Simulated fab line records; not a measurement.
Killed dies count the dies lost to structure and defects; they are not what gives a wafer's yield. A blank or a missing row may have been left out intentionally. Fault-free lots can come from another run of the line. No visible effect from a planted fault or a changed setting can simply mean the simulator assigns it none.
What tool caused it? || flow sky130 || 14 lots with 41 wafers sampled at 5 steps, on a route of 708 steps

WHAT EACH GAUGE READ, for each wafer
SKY_LDD_HVP_TW_MEAS_10. Usual: LDD_HVP_TW 452, standard deviation 3.1.
{"lot": "L487", "measured": "day 21 11:16", "on": "film metro-04", "LDD_HVP_TW": "451 450 451", "flag": ""}
{"lot": "L488", "measured": "day 22 05:30", "on": "film metro-02", "LDD_HVP_TW": "453 451 451", "flag": ""}
{"lot": "L489", "measured": "day 22 08:34", "on": "film metro-02", "LDD_HVP_TW": "452 453 453", "flag": ""}
{"lot": "L490", "measured": "day 22 15:20", "on": "film metro-04", "LDD_HVP_TW": "451 449 449", "flag": ""}
{"lot": "L491", "measured": "day 22 22:59", "on": "film metro-02", "LDD_HVP_TW": "451 453 452", "flag": ""}
{"lot": "L492", "measured": "day 24 04:36", "on": "film metro-01", "LDD_HVP_TW": "461 457 459", "flag": ""}
{"lot": "L493", "measured": "day 24 06:34", "on": "film metro-04", "LDD_HVP_TW": "448 451 453", "flag": ""}
{"lot": "L496", "measured": "day 25 20:06", "on": "film metro-04", "LDD_HVP_TW": "449 448 449", "flag": ""}
{"lot": "L497", "measured": "day 25 20:12", "on": "film metro-02", "LDD_HVP_TW": "451 450 450", "flag": ""}
{"lot": "L498", "measured": "day 26 15:53", "on": "film metro-04", "LDD_HVP_TW": "452 453 451", "flag": ""}
{"lot": "L500", "measured": "day 26 18:38", "on": "film metro-02", "LDD_HVP_TW": "451 453", "flag": ""}
{"lot": "L501", "measured": "day 26 23:26", "on": "film metro-01", "LDD_HVP_TW": "459 460 460", "flag": ""}
{"lot": "L504", "measured": "day 28 06:45", "on": "film metro-04", "LDD_HVP_TW": "450 452 451", "flag": ""}
{"lot": "L509", "measured": "day 29 15:19", "on": "film metro-04", "LDD_HVP_TW": "450 451 448", "flag": ""}

SKY_LDD_LDN_OVL_MEAS_07. Usual: LDD_LDN_OVL -0.2 nm, standard deviation 1.4.
{"lot": "L487", "measured": "day 22 17:22", "on": "overlay-02", "LDD_LDN_OVL (nm)": "0.3 -1.6 -3.7", "flag": ""}
{"lot": "L488", "measured": "day 23 11:26", "on": "overlay-01", "LDD_LDN_OVL (nm)": "0.6 0.0 -0.7", "flag": ""}
{"lot": "L489", "measured": "day 23 15:32", "on": "overlay-02", "LDD_LDN_OVL (nm)": "-1.4 -2.5 -1.5", "flag": ""}
{"lot": "L490", "measured": "day 23 21:32", "on": "overlay-02", "LDD_LDN_OVL (nm)": "0.0 1.4 1.7", "flag": ""}
{"lot": "L491", "measured": "day 24 05:35", "on": "overlay-01", "LDD_LDN_OVL (nm)": "-1.9 -0.1 -1.6", "flag": ""}
{"lot": "L492", "measured": "day 25 10:04", "on": "overlay-02", "LDD_LDN_OVL (nm)": "1.1 0.4 1.3", "flag": ""}
{"lot": "L493", "measured": "day 25 11:53", "on": "overlay-02", "LDD_LDN_OVL (nm)": "1.4 -0.4 -0.3", "flag": ""}
{"lot": "L496", "measured": "day 27 01:10", "on": "overlay-01", "LDD_LDN_OVL (nm)": "-1.1 -2.0 -0.5", "flag": ""}
{"lot": "L497", "measured": "day 27 01:29", "on": "overlay-01", "LDD_LDN_OVL (nm)": "-0.5 0.2 0.1", "flag": ""}
{"lot": "L498", "measured": "day 27 20:55", "on": "overlay-01", "LDD_LDN_OVL (nm)": "0.3 0.0 2.4", "flag": ""}
{"lot": "L500", "measured": "day 27 23:16", "on": "overlay-01", "LDD_LDN_OVL (nm)": "1.2 -0.8", "flag": ""}
{"lot": "L501", "measured": "day 28 03:37", "on": "overlay-02", "LDD_LDN_OVL (nm)": "0.7 -1.2 0.1", "flag": ""}
{"lot": "L504", "measured": "day 29 10:58", "on": "overlay-02", "LDD_LDN_OVL (nm)": "1.9 0.7 1.4", "flag": ""}
{"lot": "L509", "measured": "day 30 18:56", "on": "overlay-02", "LDD_LDN_OVL (nm)": "1.1 0.0 -0.2", "flag": ""}

SKY_SD_P_OVL_MEAS_08. Usual: SD_P_OVL -1.0 nm, standard deviation 1.6.
{"lot": "L487", "measured": "day 25 07:54", "on": "overlay-02", "SD_P_OVL (nm)": "-1.9 0.3 -0.4", "flag": ""}
{"lot": "L488", "measured": "day 26 01:13", "on": "overlay-02", "SD_P_OVL (nm)": "-2.2 -0.8 -2.7", "flag": ""}
{"lot": "L489", "measured": "day 26 04:28", "on": "overlay-02", "SD_P_OVL (nm)": "-0.1 2.1 -0.1", "flag": ""}
{"lot": "L490", "measured": "day 26 13:00", "on": "overlay-01", "SD_P_OVL (nm)": "-0.2 -2.0 -2.6", "flag": ""}
{"lot": "L491", "measured": "day 26 18:27", "on": "overlay-02", "SD_P_OVL (nm)": "-1.3 -2.7 -3.4", "flag": ""}
{"lot": "L492", "measured": "day 27 23:25", "on": "overlay-02", "SD_P_OVL (nm)": "0.6 -0.5 -0.7", "flag": ""}
{"lot": "L493", "measured": "day 28 02:19", "on": "overlay-02", "SD_P_OVL (nm)": "-1.0 -0.5 -1.3", "flag": ""}
{"lot": "L496", "measured": "day 29 11:15", "on": "overlay-01", "SD_P_OVL (nm)": "0.7 -0.9 0.0", "flag": ""}
{"lot": "L497", "measured": "day 29 14:07", "on": "overlay-01", "SD_P_OVL (nm)": "73.7 76.4 75.7", "flag": "OFF"}
{"lot": "L498", "measured": "day 30 08:58", "on": "overlay-01", "SD_P_OVL (nm)": "72.7 72.8 72.4", "flag": "OFF"}
{"lot": "L500", "measured": "day 30 10:43", "on": "overlay-01", "SD_P_OVL (nm)": "-0.8 0.4", "flag": ""}
{"lot": "L501", "measured": "day 30 14:07", "on": "overlay-02", "SD_P_OVL (nm)": "74.4 73.2 75.6", "flag": "OFF"}
{"lot": "L504", "measured": "day 31 20:46", "on": "overlay-02", "SD_P_OVL (nm)": "-1.3 -2.7 -4.4", "flag": ""}
{"lot": "L509", "measured": "day 33 04:09", "on": "overlay-01", "SD_P_OVL (nm)": "-1.6 -1.9 -2.2", "flag": ""}

SKY_SD_P_TW_MEAS_11. Usual: SD_P_TW 2819, standard deviation 17.
{"lot": "L487", "measured": "day 25 08:12", "on": "film metro-02", "SD_P_TW": "2827 2819 2812", "flag": ""}
{"lot": "L488", "measured": "day 26 01:30", "on": "film metro-03", "SD_P_TW": "2845 2865 2846", "flag": ""}
{"lot": "L489", "measured": "day 26 04:46", "on": "film metro-02", "SD_P_TW": "2806 2804 2820", "flag": ""}
{"lot": "L490", "measured": "day 26 13:17", "on": "film metro-04", "SD_P_TW": "2812 2814 2808", "flag": ""}
{"lot": "L491", "measured": "day 26 18:44", "on": "film metro-04", "SD_P_TW": "2819 2810 2804", "flag": ""}
{"lot": "L492", "measured": "day 27 23:42", "on": "film metro-03", "SD_P_TW": "2846 2829 2837", "flag": ""}
{"lot": "L493", "measured": "day 28 02:37", "on": "film metro-04", "SD_P_TW": "2806 2803 2813", "flag": ""}
{"lot": "L496", "measured": "day 29 11:32", "on": "film metro-02", "SD_P_TW": "2819 2796 2820", "flag": ""}
{"lot": "L497", "measured": "day 29 14:24", "on": "film metro-04", "SD_P_TW": "2820 2804 2810", "flag": ""}
{"lot": "L498", "measured": "day 30 09:16", "on": "film metro-04", "SD_P_TW": "2803 2809 2785", "flag": ""}
{"lot": "L500", "measured": "day 30 11:01", "on": "film metro-02", "SD_P_TW": "2834 2830", "flag": ""}
{"lot": "L501", "measured": "day 30 14:25", "on": "film metro-04", "SD_P_TW": "2797 2810 2822", "flag": ""}
{"lot": "L504", "measured": "day 31 21:04", "on": "film metro-03", "SD_P_TW": "2835 2853 2831", "flag": ""}
{"lot": "L509", "measured": "day 33 04:31", "on": "film metro-02", "SD_P_TW": "2836 2829 2833", "flag": ""}

WHICH TOOL RAN EACH LOT (tool, then ch and the chambers of the sampled wafers, then the start)
{"lot": "L487", "SKY_SD_P_EXPOSE_04": "iline stepper-02 ch 0, day 24 16:41"}
{"lot": "L488", "SKY_SD_P_EXPOSE_04": "iline stepper-01 ch 0, day 25 10:52"}
{"lot": "L489", "SKY_SD_P_EXPOSE_04": "iline stepper-01 ch 0, day 25 14:16"}
{"lot": "L490", "SKY_SD_P_EXPOSE_04": "iline stepper-01 ch 0, day 25 21:59"}
{"lot": "L491", "SKY_SD_P_EXPOSE_04": "iline stepper-01 ch 0, day 26 03:13"}
{"lot": "L492", "SKY_SD_P_EXPOSE_04": "iline stepper-01 ch 0, day 27 09:01"}
{"lot": "L493", "SKY_SD_P_EXPOSE_04": "iline stepper-02 ch 0, day 27 11:58"}
{"lot": "L496", "SKY_SD_P_EXPOSE_04": "iline stepper-02 ch 0, day 28 22:19"}
{"lot": "L497", "SKY_SD_P_EXPOSE_04": "iline stepper-02 ch 0, day 29 00:47"}
{"lot": "L498", "SKY_SD_P_EXPOSE_04": "iline stepper-02 ch 0, day 29 17:40"}
{"lot": "L500", "SKY_SD_P_EXPOSE_04": "iline stepper-01 ch 0, day 29 20:39"}
{"lot": "L501", "SKY_SD_P_EXPOSE_04": "iline stepper-02 ch 0, day 30 00:41"}
{"lot": "L504", "SKY_SD_P_EXPOSE_04": "iline stepper-01 ch 0, day 31 08:25"}
{"lot": "L509", "SKY_SD_P_EXPOSE_04": "iline stepper-01 ch 0, day 32 16:32"}
- SKY_SD_P_EXPOSE_04: exposes mask PSDM, target cd 380 nm.

WHAT THE TOOLS THEMSELVES READ (means of the sampled wafers that have a number; where no wafer has one, the mark that the record gives instead)
SKY_SD_P_EXPOSE_04. Usual: focus offset nm at 0.0 nm, with a standard deviation of 0.47.
{"lot": "L487", "tool": "iline stepper-02", "focus offset nm (nm)": 0.1, "flag": ""}
{"lot": "L488", "tool": "iline stepper-01", "focus offset nm (nm)": 0.1, "flag": ""}
{"lot": "L489", "tool": "iline stepper-01", "focus offset nm (nm)": 0.2, "flag": ""}
{"lot": "L490", "tool": "iline stepper-01", "focus offset nm (nm)": -0.4, "flag": ""}
{"lot": "L491", "tool": "iline stepper-01", "focus offset nm (nm)": -0.0, "flag": ""}
{"lot": "L492", "tool": "iline stepper-01", "focus offset nm (nm)": -0.8, "flag": ""}
{"lot": "L493", "tool": "iline stepper-02", "focus offset nm (nm)": -0.9, "flag": ""}
{"lot": "L496", "tool": "iline stepper-02", "focus offset nm (nm)": 0.2, "flag": ""}
{"lot": "L497", "tool": "iline stepper-02", "focus offset nm (nm)": 0.3, "flag": ""}
{"lot": "L498", "tool": "iline stepper-02", "focus offset nm (nm)": -0.2, "flag": ""}
{"lot": "L500", "tool": "iline stepper-01", "focus offset nm (nm)": 0.3, "flag": ""}
{"lot": "L501", "tool": "iline stepper-02", "focus offset nm (nm)": -0.5, "flag": ""}
{"lot": "L504", "tool": "iline stepper-01", "focus offset nm (nm)": 0.9, "flag": ""}
{"lot": "L509", "tool": "iline stepper-01", "focus offset nm (nm)": 0.0, "flag": ""}

THE ANSWER, worked out from the rows above alone
Rule: take the mean of a lot's wafers that have a number; if it is more than 3 standard deviations from the usual mean, the lot is off. A lot without any number at a reading at which 4 lots or more have one is off too. The other lots that the step has rows for count as sound. After the gauges, taken in route order, come the tools' own readings; for these a lot's mean is taken, as printed above. At the first step where some lot is off, the reading lying furthest off is the one used; lots without a number count as furthest.
Off: L497, L498, L501, at SKY_SD_P_OVL_MEAS_08 (SD_P_OVL).
If a tool, at a process step before that reading, ran all the lots that are off and no sound lot after the first of them, it fits. Gauges at SKY_SD_P_OVL_MEAS_08: tried the same way as those tools. One candidate fits, namely iline stepper-02 at SKY_SD_P_EXPOSE_04. Its last sound lot is L496 (day 28 22:19), its first lot that is off L497 (day 29 00:47): a fault that began between those two fits.

WHAT THE SIMULATOR HAD PUT IN
Scanner matching overlay: iline stepper-02, from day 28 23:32 on, at SKY_SD_P_EXPOSE_04. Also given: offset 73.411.
Lots struck among those shown: L497, L498, L501. Same finding as the rule above.
